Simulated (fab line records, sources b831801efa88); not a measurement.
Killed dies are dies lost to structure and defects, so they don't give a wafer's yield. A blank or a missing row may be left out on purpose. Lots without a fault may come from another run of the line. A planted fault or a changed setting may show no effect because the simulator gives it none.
Which tool did it? | flow sky130 | 7 lots, 21 wafers sampled, at 2 steps of a route of 708

WHAT THE GAUGES READ, wafer by wafer
SKY_POLY_GATE_CD_MEAS_13: target cd 150 nm.
lot  | measured     | on        | cd_nm (nm)
L400 | day 16 19:45 | cd_sem-02 | 149.7 148.8 150.0
L402 | day 17 15:01 | cd_sem-01 | 150.1 150.3 151.1
L404 | day 18 04:05 | cd_sem-02 | 150.7 149.9 150.6
L408 | day 20 00:01 | cd_sem-02 | 150.1 150.5 150.7
L412 | day 21 02:07 | cd_sem-02 | 151.2 151.1 150.4
L414 | day 21 22:11 | cd_sem-01 | 137.2 137.2 137.8
L419 | day 23 14:26 | cd_sem-02 | 150.9 150.2 148.9

WHICH TOOL RAN EACH LOT (tool, then ch and the chambers of the sampled wafers, then the start)
lot  | SKY_POLY_GATE_EXPOSE_10
L400 | krf_scanner-01 ch 0, day 16 05:46
L402 | krf_scanner-02 ch 0, day 17 00:56
L404 | krf_scanner-02 ch 0, day 17 13:25
L408 | krf_scanner-02 ch 0, day 19 08:23
L412 | krf_scanner-01 ch 0, day 20 11:22
L414 | krf_scanner-01 ch 0, day 21 07:50
L419 | krf_scanner-02 ch 0, day 22 23:52
- SKY_POLY_GATE_EXPOSE_10: exposes mask P1M, target cd 150 nm.

THE ANSWER, worked out from the rows above alone
Rule: what is usual is taken from the lots themselves. Put in order of their means at a reading, lots are off if they are a third of the lots or fewer, leave a main group of 4 or more, and stand apart from it by a gap of 3 or more times the standard deviation of the main group's means; of several such gaps the widest counts. A main group whose means are all the same, to the digits that the tables above print for the reading, isn't used. A lot without any number at a reading at which 4 lots or more have one is off too. The other lots that the step has rows for count as sound.
Off: L414, at SKY_POLY_GATE_CD_MEAS_13 (cd_nm). The main group: mean 150.3 nm, standard deviation 0.44.
A tool fits if, at a process step before that reading, it ran every lot that is off, and no sound lot after the first of them. The gauges at SKY_POLY_GATE_CD_MEAS_13 are tried like those tools. Can't be told from this: 2 tools fit, krf_scanner-01 at SKY_POLY_GATE_EXPOSE_10, cd_sem-01 at SKY_POLY_GATE_CD_MEAS_13.

WHAT THE SIMULATOR HAD PUT IN
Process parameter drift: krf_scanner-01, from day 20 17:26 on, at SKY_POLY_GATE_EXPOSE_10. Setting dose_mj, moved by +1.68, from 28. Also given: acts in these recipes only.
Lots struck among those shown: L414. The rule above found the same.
